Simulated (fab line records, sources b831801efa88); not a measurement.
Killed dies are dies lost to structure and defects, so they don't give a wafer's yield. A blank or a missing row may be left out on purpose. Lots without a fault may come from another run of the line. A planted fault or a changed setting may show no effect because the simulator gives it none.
Chamber matching | flow gf180mcu | GF_STI_CMP_25 on cmp-01: 4 sister chambers
The step polishes, stops on Si3N4, t overpolish 33 s, target thk 524.6 nm. 4 wafers are shown with their chamber, then 8 later ones without.

WAFERS WITH THEIR CHAMBER
wafer  | chamber | time_to_endpoint_s (s)
L403.1 | 0       | 125
L403.4 | 3       | 125
L406.4 | 1       | 127
L407.3 | 2       | 114

WAFERS WITHOUT THEIR CHAMBER
wafer  | time_to_endpoint_s (s)
L407.5 | 127
L407.6 | 123
L408.1 | 113
L408.4 | 126
L408.5 | 122
L409.3 | 122
L409.4 | 124
L409.6 | 123

WHICH CHAMBER EACH WENT THROUGH
wafer  | from the rows above          | in truth
L407.5 | can't be placed: 1 or 0 or 3 | 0
L407.6 | can't be placed: 0 or 3 or 1 | 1
L408.1 | 2                            | 2
L408.4 | can't be placed: 0 or 1 or 3 | 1
L408.5 | can't be placed: 0 or 3 or 1 | 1
L409.3 | can't be placed: 0 or 3 or 1 | 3
L409.4 | can't be placed: 0 or 3 or 1 | 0
L409.6 | can't be placed: 0 or 3 or 1 | 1
Placed correctly: 1 of 8. Can't be placed from these rows: 7 (the true chamber is among the candidates in 7). Placed wrongly: 0.
How it was worked out, from the rows above alone: a wafer's distance from a chamber is the root of the sum, over the readings, of the square of ((its reading less the chamber's mean) divided by the reading's scatter). The wafer belongs to the nearest chamber; if the next one is less than 2 further off, it can't be placed. A chamber's mean is the mean of its shown wafers. The scatter: with one shown wafer a chamber, the root of the mean of the squares of how far each hidden wafer lies from its nearest shown one.
